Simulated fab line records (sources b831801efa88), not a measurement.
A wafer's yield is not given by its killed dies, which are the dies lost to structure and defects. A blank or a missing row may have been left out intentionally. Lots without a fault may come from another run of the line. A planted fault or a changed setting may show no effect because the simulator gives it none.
Chamber matching    flow sfq_line    SFQ_TRILAYER_I3_CMP_CMP_082 on cmp-02: 4 sister chambers
The step polishes SiO2. 8 wafers are shown with their chamber, then 12 later ones without.

WAFERS, EACH WITH ITS CHAMBER
wafer   chamber  motor_current_A (A)  time_to_endpoint_s (s)
L228.5  2        11.6                 219
L228.6  3        10.3                 223
L229.3  0        8.7                  221
L229.4  1        10.6                 222
L229.6  0        8.7                  228
L231.3  3        11.0                 210
L231.2  1        10.5                 215
L231.6  2        11.4                 209

WAFERS MISSING THEIR CHAMBER
wafer   motor_current_A (A)  time_to_endpoint_s (s)
L233.1  9.2                  207
L233.4  10.0                 224
L233.5  11.2                 214
L235.1  10.7                 220
L235.4  11.5                 211
L235.5  9.3                  222
L237.2  11.2                 204
L237.4  9.0                  214
L237.6  11.0                 203
L238.3  11.2                 208
L238.1  10.9                 206
L238.5  11.2                 214

THE CHAMBER EACH PASSED THROUGH
wafer   from the rows above           in truth
L233.1  0                             0
L233.4  can't be placed: 1 or 3       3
L233.5  can't be placed: 2 or 3 or 1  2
L235.1  can't be placed: 3 or 1       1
L235.4  2                             2
L235.5  0                             0
L237.2  can't be placed: 2 or 3 or 1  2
L237.4  0                             0
L237.6  can't be placed: 3 or 2 or 1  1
L238.3  can't be placed: 2 or 3 or 1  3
L238.1  can't be placed: 3 or 1 or 2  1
L238.5  can't be placed: 2 or 3 or 1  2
Placed correctly: 4 of 12. From these rows, 8 cannot be placed; in 8 the true chamber is one of the candidates. Number placed wrongly: 0.
How it was worked out, from the rows above alone: a wafer's distance from a chamber is the root of the sum, over the readings, of the square of ((its reading less the chamber's mean) divided by the reading's scatter). If the next closest chamber is less than 2 further off than the closest, the wafer can't be placed; otherwise it belongs to the closest. A chamber's mean is the mean of its shown wafers. The scatter: take each reading less its chamber's mean, square it, sum over the shown wafers, divide by the number of wafers less the number of chambers, and take the root.
